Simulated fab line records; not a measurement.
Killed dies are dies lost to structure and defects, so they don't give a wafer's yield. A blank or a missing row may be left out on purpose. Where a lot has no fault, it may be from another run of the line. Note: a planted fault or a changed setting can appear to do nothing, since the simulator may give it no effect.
Which tool did it? :: flow gf180mcu :: Sampling: 14 lots, 42 wafers, 3 of 602 route steps

WHAT THE GAUGES READ, wafer by wafer
GF_STI_THK_MEAS_04. Usual: STI_CVD_03_THK 207.0 nm, standard deviation 1.6.
lot: L664
measured: day 1 13:40
on: film_metro-02
STI_CVD_03_THK (nm): 208.8 210.0 208.5
flag: 

lot: L667
measured: day 2 04:46
on: film_metro-02
STI_CVD_03_THK (nm): 206.7 203.9 205.0
flag: 

lot: L668
measured: day 2 10:58
on: film_metro-02
STI_CVD_03_THK (nm): 206.3 203.4 206.0
flag: 

lot: L669
measured: day 2 14:37
on: film_metro-03
STI_CVD_03_THK (nm): 207.8 210.1 207.4
flag: 

lot: L670
measured: day 2 19:34
on: film_metro-03
STI_CVD_03_THK (nm): 206.0 205.9 206.7
flag: 

lot: L671
measured: day 3 01:02
on: film_metro-02
STI_CVD_03_THK (nm): 206.9 205.8 206.9
flag: 

lot: L672
measured: day 3 05:34
on: film_metro-02
STI_CVD_03_THK (nm): 205.6 209.3 209.1
flag: 

lot: L674
measured: day 3 16:10
on: film_metro-01
STI_CVD_03_THK (nm): 208.2 207.1 206.6
flag: 

lot: L678
measured: day 4 14:11
on: film_metro-01
STI_CVD_03_THK (nm): 207.4 208.2 207.1
flag: 

lot: L680
measured: day 4 23:10
on: film_metro-01
STI_CVD_03_THK (nm): 205.4 205.0 206.4
flag: 

lot: L681
measured: day 5 02:35
on: film_metro-03
STI_CVD_03_THK (nm): 208.0 207.5 207.6
flag: 

lot: L685
measured: day 5 22:34
on: film_metro-03
STI_CVD_03_THK (nm): 209.6 209.7 209.6
flag: 

lot: L686
measured: day 6 04:34
on: film_metro-01
STI_CVD_03_THK (nm): 204.2 204.0 204.3
flag: 

lot: L687
measured: day 6 09:33
on: film_metro-02
STI_CVD_03_THK (nm): 206.3 207.3 207.5
flag: 

GF_LVPWELL_OVL_MEAS_07. Usual: LVPWELL_OVL -0.5 nm, standard deviation 1.4.
lot: L664
measured: day 3 21:33
on: overlay-01
LVPWELL_OVL (nm): 1.2 0.7 -0.5
flag: 

lot: L667
measured: day 4 12:29
on: overlay-02
LVPWELL_OVL (nm): -2.2 -2.6 -3.0
flag: 

lot: L668
measured: day 4 18:02
on: overlay-02
LVPWELL_OVL (nm): -0.8 -2.5 -0.2
flag: 

lot: L669
measured: day 4 23:58
on: overlay-01
LVPWELL_OVL (nm): -1.8 -2.8 -2.1
flag: 

lot: L670
measured: day 5 05:45
on: overlay-01
LVPWELL_OVL (nm): 0.4 0.4 0.1
flag: 

lot: L671
measured: day 5 11:47
on: overlay-01
LVPWELL_OVL (nm): 0.6 -0.2 -2.1
flag: 

lot: L672
measured: day 5 23:18
on: overlay-02
LVPWELL_OVL (nm): 0.1 -1.5 -1.7
flag: 

lot: L674
measured: day 6 09:41
on: overlay-02
LVPWELL_OVL (nm): 0.9 -0.9 0.6
flag: 

lot: L678
measured: day 7 07:46
on: overlay-02
LVPWELL_OVL (nm): 0.3 -1.1 0.1
flag: 

lot: L680
measured: day 7 16:10
on: overlay-02
LVPWELL_OVL (nm): -0.5 -1.2 1.1
flag: 

lot: L681
measured: day 7 21:31
on: overlay-01
LVPWELL_OVL (nm): -1.0 -0.9 0.4
flag: 

lot: L685
measured: day 8 19:26
on: overlay-02
LVPWELL_OVL (nm): -1.3 -0.8 -1.5
flag: 

lot: L686
measured: day 9 01:48
on: overlay-01
LVPWELL_OVL (nm): -1.4 -4.1 -2.7
flag: 

lot: L687
measured: day 9 06:45
on: overlay-01
LVPWELL_OVL (nm): 0.2 0.9 1.7
flag: 

GF_MVSD_OVL_MEAS_07. Usual: MVSD_OVL 0.5 nm, standard deviation 1.3.
lot: L664
measured: day 4 11:12
on: overlay-01
MVSD_OVL (nm): -0.6 0.8 0.7
flag: 

lot: L667
measured: day 5 02:11
on: overlay-01
MVSD_OVL (nm): 0.8 0.6 0.4
flag: 

lot: L668
measured: day 5 08:14
on: overlay-02
MVSD_OVL (nm): 1.1 1.0 0.1
flag: 

lot: L669
measured: day 5 14:24
on: overlay-02
MVSD_OVL (nm): -0.7 -0.3 -0.1
flag: 

lot: L670
measured: day 5 20:18
on: overlay-02
MVSD_OVL (nm): -1.0 0.0 1.3
flag: 

lot: L671
measured: day 6 02:50
on: overlay-02
MVSD_OVL (nm): -1.2 -1.2 -0.3
flag: 

lot: L672
measured: day 6 15:06
on: overlay-01
MVSD_OVL (nm): 0.5 1.0 -0.7
flag: 

lot: L674
measured: day 7 01:20
on: overlay-01
MVSD_OVL (nm): 0.9 0.1 0.8
flag: 

lot: L678
measured: day 8 00:00
on: overlay-02
MVSD_OVL (nm): 2.1 0.4 1.1
flag: 

lot: L680
measured: day 8 08:15
on: overlay-02
MVSD_OVL (nm): 1.7 1.9 0.8
flag: 

lot: L681
measured: day 8 13:56
on: overlay-02
MVSD_OVL (nm): 1.3 1.0 -0.7
flag: 

lot: L685
measured: day 9 12:29
on: overlay-02
MVSD_OVL (nm): -1.1 -0.7 -0.5
flag: 

lot: L686
measured: day 9 19:32
on: overlay-01
MVSD_OVL (nm): 2.3 2.6 3.2
flag: 

lot: L687
measured: day 10 00:17
on: overlay-01
MVSD_OVL (nm): 3.5 0.5 2.0
flag: 

WHICH TOOL RAN EACH LOT (tool, then ch and the chambers of the sampled wafers, then the start)
The record shows no process step preceding these readings.

WHAT THE TOOLS THEMSELVES READ (means of the sampled wafers that have a number; where no wafer has one, the mark that the record gives instead)
The record holds no such reading with a usual standard deviation.

THE ANSWER, worked out from the rows above alone
Rule: a lot counts as off when the mean over its wafers that have a number is more than 3 standard deviations away from the usual mean. Also off: a lot with no number at a reading for which 4 or more lots have one. All remaining lots with rows at the step are treated as sound. After the gauges, taken in route order, come the tools' own readings; for these a lot's mean is taken, as printed above. The first step at which some lot is off is used, and at that step the reading that is off furthest; a lot without a number counts as furthest.
No lot is off on any of the readings shown, so nothing can be concluded from this.

WHAT THE SIMULATOR HAD INSERTED
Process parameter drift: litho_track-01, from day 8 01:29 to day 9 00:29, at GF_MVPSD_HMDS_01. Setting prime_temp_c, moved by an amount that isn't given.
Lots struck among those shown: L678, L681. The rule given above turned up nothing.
